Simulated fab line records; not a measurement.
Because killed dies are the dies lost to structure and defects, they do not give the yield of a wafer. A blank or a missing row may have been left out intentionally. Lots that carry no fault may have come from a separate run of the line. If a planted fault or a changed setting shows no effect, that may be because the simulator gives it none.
fab line records / flow sky130
[record] lots = 6 wafers = 16 lastDay = 50
route steps=708 shown METAL5@662
lots that met no fault: from a run of the same line without faults
startH: start of the lot's first displayed wafer, in hours after the record's first day / waitH: hours from the lot's prior step to this one / " identical to the entry in the row above / L1.1+2: a row that stands for several wafers / - no value, or no start given / * or withheld: withheld / < > ~ a bound
route shown NAME@n: a module of which the file shows steps, and the number in the route of the first / usual: mean/standard deviation taken from wafers without a fault / same: alike in all rows / chamber/n: place in a boat / sites: the reading at each site / _std_site: standard deviation across them / _edge_site: outer sites' mean less inner sites' / radiusMm: for every site, how far away it sits from the centre of the wafer / mask NAME#n: copy n / behind: the last tool/chamber to shape the wafer / hold: why the lot went on hold/how many hours it stayed there/how the hold came to an end / device: transistor that didn't switch, given as n, p or np / end of line: at the end of the route, the tests of the same wafers / for a step that has no rows: nothing shown but its recipe / killed: dies lost to structure and defects at the first sort, not the wafer's yield / map: a wafer's dies, x killed, . not, _ none there
set.NAME: the setting as run; set.NAME@STEP: as run at that earlier step / model.NAME: the simulator's own value behind a step, which no gauge read
lots at selected steps of the route; one table per step, one row per wafer
services: the hour from which a tool's chamber was out of use, counted from the record's first day as startH (under 0 if before that day), plus the number of hours and why
[[steps]]
[step SKY_METAL5_SPUTTER_01]
[recipe] material = TiN targetThkNm = 20 powerW = 6500 timeS = 16.7 chamberPressurePa = 0.4
[usual] throttleValvePct = 30.3/1.1
lot.wafer=L187.2 tool=pvdSputter-01 chamber=- startH=1060.08 waitH=0.0 throttleValvePct=31.7
lot.wafer=L187.4 tool=pvdSputter-01 chamber=- startH=1060.08 waitH=0.0 throttleValvePct=32.1
lot.wafer=L187.5 tool=pvdSputter-01 chamber=- startH=1060.08 waitH=0.0 throttleValvePct=31.5
lot.wafer=L188.4 tool=pvdSputter-03 chamber=- startH=1071.97 waitH=0.0 throttleValvePct=30.0
lot.wafer=L188.5 tool=pvdSputter-03 chamber=- startH=1071.97 waitH=0.0 throttleValvePct=28.7
lot.wafer=L188.6 tool=pvdSputter-03 chamber=- startH=1071.97 waitH=0.0 throttleValvePct=31.0
lot.wafer=L192.1 tool=pvdSputter-03 chamber=- startH=1092.80 waitH=0.0 throttleValvePct=28.6
lot.wafer=L192.4 tool=pvdSputter-03 chamber=- startH=1092.80 waitH=0.0 throttleValvePct=30.0
lot.wafer=L192.6 tool=pvdSputter-03 chamber=- startH=1092.80 waitH=0.0 throttleValvePct=28.8
lot.wafer=L194.3 tool=pvdSputter-01 chamber=- startH=1104.41 waitH=0.0 throttleValvePct=31.9
lot.wafer=L194.6 tool=pvdSputter-01 chamber=- startH=1104.41 waitH=0.0 throttleValvePct=31.0
lot.wafer=L195.4 tool=pvdSputter-01 chamber=- startH=1113.40 waitH=0.0 throttleValvePct=32.1
lot.wafer=L195.6 tool=pvdSputter-01 chamber=- startH=1113.40 waitH=0.0 throttleValvePct=31.2
lot.wafer=L201.1 tool=pvdSputter-02 chamber=- startH=1147.82 waitH=0.0 throttleValvePct=29.6
lot.wafer=L201.2 tool=pvdSputter-02 chamber=- startH=1147.82 waitH=0.0 throttleValvePct=30.8
lot.wafer=L201.3 tool=pvdSputter-02 chamber=- startH=1147.82 waitH=0.0 throttleValvePct=28.8
[step SKY_METAL5_SPUTTER_02]
[recipe] material = AlCu targetThkNm = 1150 powerW = 10600 timeS = 61.2 chamberPressurePa = 0.4
[usual] throttleValvePct = 30.3/1.1
lot.wafer=L187.2 tool=pvdSputter-01 chamber=- startH=1060.11 waitH=0.0 throttleValvePct=31.4
lot.wafer=L187.4 tool=pvdSputter-01 chamber=- startH=1060.11 waitH=0.0 throttleValvePct=32.0
lot.wafer=L187.5 tool=pvdSputter-01 chamber=- startH=1060.11 waitH=0.0 throttleValvePct=31.5
lot.wafer=L188.4 tool=pvdSputter-03 chamber=- startH=1072.01 waitH=0.0 throttleValvePct=29.7
lot.wafer=L188.5 tool=pvdSputter-03 chamber=- startH=1072.01 waitH=0.0 throttleValvePct=29.0
lot.wafer=L188.6 tool=pvdSputter-03 chamber=- startH=1072.01 waitH=0.0 throttleValvePct=31.0
lot.wafer=L192.1 tool=pvdSputter-03 chamber=- startH=1092.83 waitH=0.0 throttleValvePct=28.9
lot.wafer=L192.4 tool=pvdSputter-03 chamber=- startH=1092.83 waitH=0.0 throttleValvePct=30.2
lot.wafer=L192.6 tool=pvdSputter-03 chamber=- startH=1092.83 waitH=0.0 throttleValvePct=28.9
lot.wafer=L194.3 tool=pvdSputter-01 chamber=- startH=1104.43 waitH=0.0 throttleValvePct=32.0
lot.wafer=L194.6 tool=pvdSputter-01 chamber=- startH=1104.43 waitH=0.0 throttleValvePct=31.0
lot.wafer=L195.4 tool=pvdSputter-01 chamber=- startH=1113.44 waitH=0.0 throttleValvePct=31.9
lot.wafer=L195.6 tool=pvdSputter-01 chamber=- startH=1113.44 waitH=0.0 throttleValvePct=31.2
lot.wafer=L201.1 tool=pvdSputter-02 chamber=- startH=1147.85 waitH=0.0 throttleValvePct=29.7
lot.wafer=L201.2 tool=pvdSputter-02 chamber=- startH=1147.85 waitH=0.0 throttleValvePct=30.6
lot.wafer=L201.3 tool=pvdSputter-02 chamber=- startH=1147.85 waitH=0.0 throttleValvePct=28.8
[step SKY_METAL5_SPUTTER_03]
[recipe] material = Ti targetThkNm = 5 powerW = 3000 timeS = 3.3 chamberPressurePa = 0.4
[usual] throttleValvePct = 30.3/1.1
lot.wafer=L187.2 tool=pvdSputter-01 chamber=- startH=1060.16 waitH=0.0 throttleValvePct=31.1
lot.wafer=L187.4 tool=pvdSputter-01 chamber=- startH=1060.16 waitH=0.0 throttleValvePct=31.6
lot.wafer=L187.5 tool=pvdSputter-01 chamber=- startH=1060.16 waitH=0.0 throttleValvePct=31.6
lot.wafer=L188.4 tool=pvdSputter-03 chamber=- startH=1072.05 waitH=0.0 throttleValvePct=30.1
lot.wafer=L188.5 tool=pvdSputter-03 chamber=- startH=1072.05 waitH=0.0 throttleValvePct=28.9
lot.wafer=L188.6 tool=pvdSputter-03 chamber=- startH=1072.05 waitH=0.0 throttleValvePct=30.8
lot.wafer=L192.1 tool=pvdSputter-03 chamber=- startH=1092.88 waitH=0.0 throttleValvePct=28.9
lot.wafer=L192.4 tool=pvdSputter-03 chamber=- startH=1092.88 waitH=0.0 throttleValvePct=30.1
lot.wafer=L192.6 tool=pvdSputter-03 chamber=- startH=1092.88 waitH=0.0 throttleValvePct=28.9
lot.wafer=L194.3 tool=pvdSputter-01 chamber=- startH=1104.48 waitH=0.0 throttleValvePct=32.0
lot.wafer=L194.6 tool=pvdSputter-01 chamber=- startH=1104.48 waitH=0.0 throttleValvePct=31.2
lot.wafer=L195.4 tool=pvdSputter-01 chamber=- startH=1113.48 waitH=0.0 throttleValvePct=31.8
lot.wafer=L195.6 tool=pvdSputter-01 chamber=- startH=1113.48 waitH=0.0 throttleValvePct=31.1
lot.wafer=L201.1 tool=pvdSputter-02 chamber=- startH=1147.90 waitH=0.0 throttleValvePct=29.7
lot.wafer=L201.2 tool=pvdSputter-02 chamber=- startH=1147.90 waitH=0.0 throttleValvePct=30.8
lot.wafer=L201.3 tool=pvdSputter-02 chamber=- startH=1147.90 waitH=0.0 throttleValvePct=28.8
[step SKY_METAL5_SPUTTER_04]
[recipe] material = TiN targetThkNm = 70 powerW = 6500 timeS = 58.3 chamberPressurePa = 0.4
[usual] throttleValvePct = 30.3/1.2
lot.wafer=L187.2 tool=pvdSputter-01 chamber=- startH=1060.18 waitH=0.0 throttleValvePct=31.2
lot.wafer=L187.4 tool=pvdSputter-01 chamber=- startH=1060.18 waitH=0.0 throttleValvePct=32.1
lot.wafer=L187.5 tool=pvdSputter-01 chamber=- startH=1060.18 waitH=0.0 throttleValvePct=31.5
lot.wafer=L188.4 tool=pvdSputter-03 chamber=- startH=1072.08 waitH=0.0 throttleValvePct=30.2
lot.wafer=L188.5 tool=pvdSputter-03 chamber=- startH=1072.08 waitH=0.0 throttleValvePct=28.8
lot.wafer=L188.6 tool=pvdSputter-03 chamber=- startH=1072.08 waitH=0.0 throttleValvePct=30.8
lot.wafer=L192.1 tool=pvdSputter-03 chamber=- startH=1092.90 waitH=0.0 throttleValvePct=29.0
lot.wafer=L192.4 tool=pvdSputter-03 chamber=- startH=1092.90 waitH=0.0 throttleValvePct=30.0
lot.wafer=L192.6 tool=pvdSputter-03 chamber=- startH=1092.90 waitH=0.0 throttleValvePct=28.8
lot.wafer=L194.3 tool=pvdSputter-01 chamber=- startH=1104.50 waitH=0.0 throttleValvePct=31.9
lot.wafer=L194.6 tool=pvdSputter-01 chamber=- startH=1104.50 waitH=0.0 throttleValvePct=31.4
lot.wafer=L195.4 tool=pvdSputter-01 chamber=- startH=1113.51 waitH=0.0 throttleValvePct=32.1
lot.wafer=L195.6 tool=pvdSputter-01 chamber=- startH=1113.51 waitH=0.0 throttleValvePct=31.2
lot.wafer=L201.1 tool=pvdSputter-02 chamber=- startH=1147.92 waitH=0.0 throttleValvePct=29.6
lot.wafer=L201.2 tool=pvdSputter-02 chamber=- startH=1147.92 waitH=0.0 throttleValvePct=30.7
lot.wafer=L201.3 tool=pvdSputter-02 chamber=- startH=1147.92 waitH=0.0 throttleValvePct=29.0
[step SKY_METAL5_RS_MEAS_05]
[recipe] thkMeasGauge = four-point-probe reads = TiN_of_METAL5_SPUTTER_04+Ti_of_METAL5_SPUTTER_03+AlCu_of_METAL5_SPUTTER_02+TiN_of_METAL5_SPUTTER_01+Ti_of_METAL5_SPUTTER_00
[usual] METAL5_ALCU_RS = 0.02718/0.00029
lot.wafer=L187.2 tool=filmMetro-03 chamber=- startH=1060.25 waitH=0.0 METAL5_ALCU_RS[ohm/sq]=0.02733
lot.wafer=L187.4 tool=filmMetro-03 chamber=- startH=1060.25 waitH=0.0 METAL5_ALCU_RS[ohm/sq]=0.02742
lot.wafer=L187.5 tool=filmMetro-03 chamber=- startH=1060.25 waitH=0.0 METAL5_ALCU_RS[ohm/sq]=0.0276
lot.wafer=L188.4 tool=filmMetro-02 chamber=- startH=1072.16 waitH=0.1 METAL5_ALCU_RS[ohm/sq]=0.02676
lot.wafer=L188.5 tool=filmMetro-02 chamber=- startH=1072.16 waitH=0.1 METAL5_ALCU_RS[ohm/sq]=0.02699
lot.wafer=L188.6 tool=filmMetro-02 chamber=- startH=1072.16 waitH=0.1 METAL5_ALCU_RS[ohm/sq]=0.02714
lot.wafer=L192.1 tool=filmMetro-03 chamber=- startH=1092.95 waitH=0.0 METAL5_ALCU_RS[ohm/sq]=0.02739
lot.wafer=L192.4 tool=filmMetro-03 chamber=- startH=1092.95 waitH=0.0 METAL5_ALCU_RS[ohm/sq]=0.02717
lot.wafer=L192.6 tool=filmMetro-03 chamber=- startH=1092.95 waitH=0.0 METAL5_ALCU_RS[ohm/sq]=0.02738
lot.wafer=L194.3 tool=filmMetro-02 chamber=- startH=1104.59 waitH=0.1 METAL5_ALCU_RS[ohm/sq]=0.02702
lot.wafer=L194.6 tool=filmMetro-02 chamber=- startH=1104.59 waitH=0.1 METAL5_ALCU_RS[ohm/sq]=0.02742
lot.wafer=L195.4 tool=filmMetro-03 chamber=- startH=1113.60 waitH=0.1 METAL5_ALCU_RS[ohm/sq]=0.02725
lot.wafer=L195.6 tool=filmMetro-03 chamber=- startH=1113.60 waitH=0.1 METAL5_ALCU_RS[ohm/sq]=0.02719
lot.wafer=L201.1 tool=filmMetro-03 chamber=- startH=1147.97 waitH=0.0 METAL5_ALCU_RS[ohm/sq]=0.0271
lot.wafer=L201.2 tool=filmMetro-03 chamber=- startH=1147.97 waitH=0.0 METAL5_ALCU_RS[ohm/sq]=0.02743
lot.wafer=L201.3 tool=filmMetro-03 chamber=- startH=1147.97 waitH=0.0 METAL5_ALCU_RS[ohm/sq]=0.02686
[step SKY_METAL5_THK_MEAS_06]
[recipe] thkMeasGauge = xrf reads = AlCu_of_METAL5_SPUTTER_02
[usual] METAL5_ALCU_THK = 1161/15
lot.wafer=L187.2 tool=filmMetro-03 chamber=- startH=1060.36 waitH=0.1 METAL5_ALCU_THK[nm]=1162
lot.wafer=L187.4 tool=filmMetro-03 chamber=- startH=1060.36 waitH=0.1 METAL5_ALCU_THK[nm]=1154
lot.wafer=L187.5 tool=filmMetro-03 chamber=- startH=1060.36 waitH=0.1 METAL5_ALCU_THK[nm]=1149
lot.wafer=L188.4 tool=filmMetro-02 chamber=- startH=1072.25 waitH=0.1 METAL5_ALCU_THK[nm]=1170
lot.wafer=L188.5 tool=filmMetro-02 chamber=- startH=1072.25 waitH=0.1 METAL5_ALCU_THK[nm]=1163
lot.wafer=L188.6 tool=filmMetro-02 chamber=- startH=1072.25 waitH=0.1 METAL5_ALCU_THK[nm]=1150
lot.wafer=L192.1 tool=filmMetro-03 chamber=- startH=1093.07 waitH=0.1 METAL5_ALCU_THK[nm]=1161
lot.wafer=L192.4 tool=filmMetro-03 chamber=- startH=1093.07 waitH=0.1 METAL5_ALCU_THK[nm]=1165
lot.wafer=L192.6 tool=filmMetro-03 chamber=- startH=1093.07 waitH=0.1 METAL5_ALCU_THK[nm]=1163
lot.wafer=L194.3 tool=filmMetro-02 chamber=- startH=1104.69 waitH=0.1 METAL5_ALCU_THK[nm]=1159
lot.wafer=L194.6 tool=filmMetro-02 chamber=- startH=1104.69 waitH=0.1 METAL5_ALCU_THK[nm]=1136
lot.wafer=L195.4 tool=filmMetro-03 chamber=- startH=1113.69 waitH=0.1 METAL5_ALCU_THK[nm]=1161
lot.wafer=L195.6 tool=filmMetro-03 chamber=- startH=1113.69 waitH=0.1 METAL5_ALCU_THK[nm]=1161
lot.wafer=L201.1 tool=filmMetro-03 chamber=- startH=1148.09 waitH=0.1 METAL5_ALCU_THK[nm]=1164
lot.wafer=L201.2 tool=filmMetro-03 chamber=- startH=1148.09 waitH=0.1 METAL5_ALCU_THK[nm]=1158
lot.wafer=L201.3 tool=filmMetro-03 chamber=- startH=1148.09 waitH=0.1 METAL5_ALCU_THK[nm]=1177
[step SKY_METAL5_DEHYDRATE_07]
[recipe] tempC = 200 timeS = 60
[step SKY_METAL5_HMDS_08]
[recipe] primeTimeS = 60 primeTempC = 120
[step SKY_METAL5_COAT_09]
[recipe] resist = NOVOLAK spinRpm = 3000 resistThkNm = 1800
[step SKY_METAL5_SOFTBAKE_10]
[recipe] tempC = 90 timeS = 60 resist = NOVOLAK
[step SKY_METAL5_EXPOSE_11]
[recipe] maskId = MM5 na = 0.6 sourceShape = conventional sigmaOuter = 0.6 polarization = unpolarized targetCdNm = 1600 doseMj = 190
[step SKY_METAL5_PEB_12]
[recipe] tempC = withheld timeS = * resist = NOVOLAK
[step SKY_METAL5_DEVELOP_13]
[recipe] resist = NOVOLAK developer = TMAH developTimeS = 60 devTempC = 23
[usual] chillPlateTempC = 22.97/0.1
lot.wafer=L187.2 tool=lithoTrack-04 chamber=0 startH=1082.12 waitH=0.1 chillPlateTempC=22.90
lot.wafer=L187.4 tool=lithoTrack-04 chamber=0 startH=1082.12 waitH=0.1 chillPlateTempC=22.96
lot.wafer=L187.5 tool=lithoTrack-04 chamber=0 startH=1082.12 waitH=0.1 chillPlateTempC=23.00
lot.wafer=L188.4 tool=lithoTrack-02 chamber=0 startH=1093.44 waitH=0.1 chillPlateTempC=22.94
lot.wafer=L188.5 tool=lithoTrack-02 chamber=0 startH=1093.44 waitH=0.1 chillPlateTempC=23.08
lot.wafer=L188.6 tool=lithoTrack-02 chamber=0 startH=1093.44 waitH=0.1 chillPlateTempC=23.09
lot.wafer=L192.1 tool=lithoTrack-01 chamber=0 startH=1113.63 waitH=0.1 chillPlateTempC=22.92
lot.wafer=L192.4 tool=lithoTrack-01 chamber=0 startH=1113.63 waitH=0.1 chillPlateTempC=22.70
lot.wafer=L192.6 tool=lithoTrack-01 chamber=0 startH=1113.63 waitH=0.1 chillPlateTempC=22.73
lot.wafer=L194.3 tool=lithoTrack-02 chamber=0 startH=1125.17 waitH=0.1 chillPlateTempC=23.07
lot.wafer=L194.6 tool=lithoTrack-02 chamber=0 startH=1125.17 waitH=0.1 chillPlateTempC=22.89
lot.wafer=L195.4 tool=lithoTrack-02 chamber=0 startH=1134.14 waitH=0.1 chillPlateTempC=22.79
lot.wafer=L195.6 tool=lithoTrack-02 chamber=0 startH=1134.14 waitH=0.1 chillPlateTempC=22.92
lot.wafer=L201.1 tool=lithoTrack-04 chamber=0 startH=1166.25 waitH=0.1 chillPlateTempC=22.94
lot.wafer=L201.2 tool=lithoTrack-04 chamber=0 startH=1166.25 waitH=0.1 chillPlateTempC=22.87
lot.wafer=L201.3 tool=lithoTrack-04 chamber=0 startH=1166.25 waitH=0.1 chillPlateTempC=23.14
[step SKY_METAL5_DESCUM_14]
[recipe] chemistry = O2 sourcePowerW = 150 biasPowerW = 0 pressureMtorr = 10 tempC = 40 timeS = 11
[usual] drypumpMotorCurrentA = 5.8/0.31 oesProductAu = 0.991/0.011
lot.wafer=L187.2 tool=rieMetal-01 chamber=1 startH=1082.24 waitH=0.1 drypumpMotorCurrentA=5.7 oesProductAu=0.988 rfHoursCounterH=14 model.METAL5.cdNm=1596
lot.wafer=L187.4 tool=rieMetal-01 chamber=0 startH=1082.24 waitH=0.1 drypumpMotorCurrentA=5.6 oesProductAu=1.017 rfHoursCounterH=- model.METAL5.cdNm=1596
lot.wafer=L187.5 tool=rieMetal-01 chamber=0 startH=1082.24 waitH=0.1 drypumpMotorCurrentA=5.6 oesProductAu=1.014 rfHoursCounterH=- model.METAL5.cdNm=1596
lot.wafer=L188.4 tool=rieMetal-03 chamber=1 startH=1093.53 waitH=0.1 drypumpMotorCurrentA=5.4 oesProductAu=0.983 rfHoursCounterH=- model.METAL5.cdNm=1605
lot.wafer=L188.5 tool=rieMetal-03 chamber=1 startH=1093.53 waitH=0.1 drypumpMotorCurrentA=5.4 oesProductAu=0.985 rfHoursCounterH=- model.METAL5.cdNm=1604
lot.wafer=L188.6 tool=rieMetal-03 chamber=0 startH=1093.53 waitH=0.1 drypumpMotorCurrentA=6.2 oesProductAu=0.981 rfHoursCounterH=- model.METAL5.cdNm=1605
lot.wafer=L192.1 tool=rieMetal-02 chamber=1 startH=1113.78 waitH=0.1 drypumpMotorCurrentA=5.9 oesProductAu=0.992 rfHoursCounterH=13 model.METAL5.cdNm=1602
lot.wafer=L192.4 tool=rieMetal-02 chamber=0 startH=1113.78 waitH=0.1 drypumpMotorCurrentA=6.3 oesProductAu=0.981 rfHoursCounterH=- model.METAL5.cdNm=1602
lot.wafer=L192.6 tool=rieMetal-02 chamber=1 startH=1113.78 waitH=0.1 drypumpMotorCurrentA=5.9 oesProductAu=0.991 rfHoursCounterH=- model.METAL5.cdNm=1601
lot.wafer=L194.3 tool=rieMetal-01 chamber=1 startH=1125.28 waitH=0.1 drypumpMotorCurrentA=5.7 oesProductAu=1.001 rfHoursCounterH=- model.METAL5.cdNm=1599
lot.wafer=L194.6 tool=rieMetal-01 chamber=0 startH=1125.28 waitH=0.1 drypumpMotorCurrentA=5.7 oesProductAu=1.009 rfHoursCounterH=- model.METAL5.cdNm=1613
lot.wafer=L195.4 tool=rieMetal-03 chamber=1 startH=1134.25 waitH=0.1 drypumpMotorCurrentA=5.4 oesProductAu=0.983 rfHoursCounterH=- model.METAL5.cdNm=1612
lot.wafer=L195.6 tool=rieMetal-03 chamber=1 startH=1134.25 waitH=0.1 drypumpMotorCurrentA=5.4 oesProductAu=0.982 rfHoursCounterH=- model.METAL5.cdNm=1614
lot.wafer=L201.1 tool=rieMetal-02 chamber=1 startH=1166.40 waitH=0.1 drypumpMotorCurrentA=5.9 oesProductAu=0.982 rfHoursCounterH=14 model.METAL5.cdNm=1599
lot.wafer=L201.2 tool=rieMetal-02 chamber=0 startH=1166.40 waitH=0.1 drypumpMotorCurrentA=6.3 oesProductAu=0.986 rfHoursCounterH=22 model.METAL5.cdNm=1598
lot.wafer=L201.3 tool=rieMetal-02 chamber=1 startH=1166.40 waitH=0.1 drypumpMotorCurrentA=5.8 oesProductAu=0.980 rfHoursCounterH=- model.METAL5.cdNm=1598
[step SKY_METAL5_METAL_ETCH_15]
[recipe] targetDepthA = 12600 stopOn = SiO2 overEtchFrac = 0.2 timeS = 252 chemistry = Cl2/BCl3 resistSidewallDeg = 86 pressureMtorr = 10 icpW = 900 biasW = 48.5 Cl2_flow_sccm = 60 bcl3FlowSccm = 30
[usual] drypumpMotorCurrentA = 5.8/0.31 oesProductAu = 0.893/0.0051 throttleValvePct = 22.264/0.009
lot.wafer=L187.2 tool=rieMetal-01 chamber=1 startH=1082.28 waitH=0.0 drypumpMotorCurrentA=5.7 oesProductAu=0.894 rfHoursCounterH=14 throttleValvePct=22.255
lot.wafer=L187.4 tool=rieMetal-01 chamber=0 startH=1082.28 waitH=0.0 drypumpMotorCurrentA=5.7 oesProductAu=0.896 rfHoursCounterH=- throttleValvePct=22.255
lot.wafer=L187.5 tool=rieMetal-01 chamber=0 startH=1082.28 waitH=0.0 drypumpMotorCurrentA=5.7 oesProductAu=0.903 rfHoursCounterH=- throttleValvePct=22.278
lot.wafer=L188.4 tool=rieMetal-03 chamber=1 startH=1093.63 waitH=0.1 drypumpMotorCurrentA=5.4 oesProductAu=0.895 rfHoursCounterH=- throttleValvePct=22.261
lot.wafer=L188.5 tool=rieMetal-03 chamber=1 startH=1093.63 waitH=0.1 drypumpMotorCurrentA=5.4 oesProductAu=0.905 rfHoursCounterH=- throttleValvePct=22.270
lot.wafer=L188.6 tool=rieMetal-03 chamber=0 startH=1093.63 waitH=0.1 drypumpMotorCurrentA=6.2 oesProductAu=0.888 rfHoursCounterH=- throttleValvePct=22.255
lot.wafer=L192.1 tool=rieMetal-02 chamber=1 startH=1113.81 waitH=0.0 drypumpMotorCurrentA=5.9 oesProductAu=0.897 rfHoursCounterH=13 throttleValvePct=22.278
lot.wafer=L192.4 tool=rieMetal-02 chamber=0 startH=1113.81 waitH=0.0 drypumpMotorCurrentA=6.3 oesProductAu=0.892 rfHoursCounterH=- throttleValvePct=22.260
lot.wafer=L192.6 tool=rieMetal-02 chamber=1 startH=1113.81 waitH=0.0 drypumpMotorCurrentA=5.9 oesProductAu=0.889 rfHoursCounterH=- throttleValvePct=22.264
lot.wafer=L194.3 tool=rieMetal-01 chamber=1 startH=1125.38 waitH=0.1 drypumpMotorCurrentA=5.8 oesProductAu=0.898 rfHoursCounterH=- throttleValvePct=22.257
lot.wafer=L194.6 tool=rieMetal-01 chamber=0 startH=1125.38 waitH=0.1 drypumpMotorCurrentA=5.6 oesProductAu=0.903 rfHoursCounterH=- throttleValvePct=22.286
lot.wafer=L195.4 tool=rieMetal-03 chamber=1 startH=1134.52 waitH=0.3 drypumpMotorCurrentA=5.4 oesProductAu=0.889 rfHoursCounterH=- throttleValvePct=22.264
lot.wafer=L195.6 tool=rieMetal-03 chamber=1 startH=1134.52 waitH=0.3 drypumpMotorCurrentA=5.4 oesProductAu=0.898 rfHoursCounterH=- throttleValvePct=22.263
lot.wafer=L201.1 tool=rieMetal-02 chamber=1 startH=1166.43 waitH=0.0 drypumpMotorCurrentA=5.9 oesProductAu=0.888 rfHoursCounterH=14 throttleValvePct=22.262
lot.wafer=L201.2 tool=rieMetal-02 chamber=0 startH=1166.43 waitH=0.0 drypumpMotorCurrentA=6.3 oesProductAu=0.893 rfHoursCounterH=22 throttleValvePct=22.264
lot.wafer=L201.3 tool=rieMetal-02 chamber=1 startH=1166.43 waitH=0.0 drypumpMotorCurrentA=5.9 oesProductAu=0.901 rfHoursCounterH=- throttleValvePct=22.270
[[services]]
tool=pvdSputter-03 chamber=- startH=1072.49 hours=4.3 kind=repair
tool=rieMetal-03 chamber=0 startH=1106.89 hours=- kind=clean
tool=rieMetal-03 chamber=0 startH=1106.89 hours=29.5 kind=scheduledDown
tool=rieMetal-03 chamber=0 startH=1106.89 hours=29.5 kind=ventCycle
tool=pvdSputter-03 chamber=- startH=1117.44 hours=4.0 kind=repair
tool=rieMetal-02 chamber=- startH=1118.06 hours=28.1 kind=pm
tool=rieMetal-02 chamber=- startH=1146.16 hours=14.6 kind=pm
tool=pvdSputter-03 chamber=- startH=1150.51 hours=2.6 kind=repair
[[key]]
firstSign none at tools or gauges
[modelEffect] step = SKY_METAL5_DESCUM_14 value = METAL5.cdNm without = 1600 struck = 1613
metAt SKY_METAL5_DEVELOP_13
struckWafers L194.6,L195.4,L195.6
onsetBetween 1093.44 1125.17
[fault] kind = processParameterDrift tool = lithoTrack-02 chamber = - onsetH = 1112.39 steps = SKY_METAL5_DEVELOP_13 channel = developTimeS offset = * shape = step endH = 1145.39 scope = struckWafersOnly actsIn = * stated = *
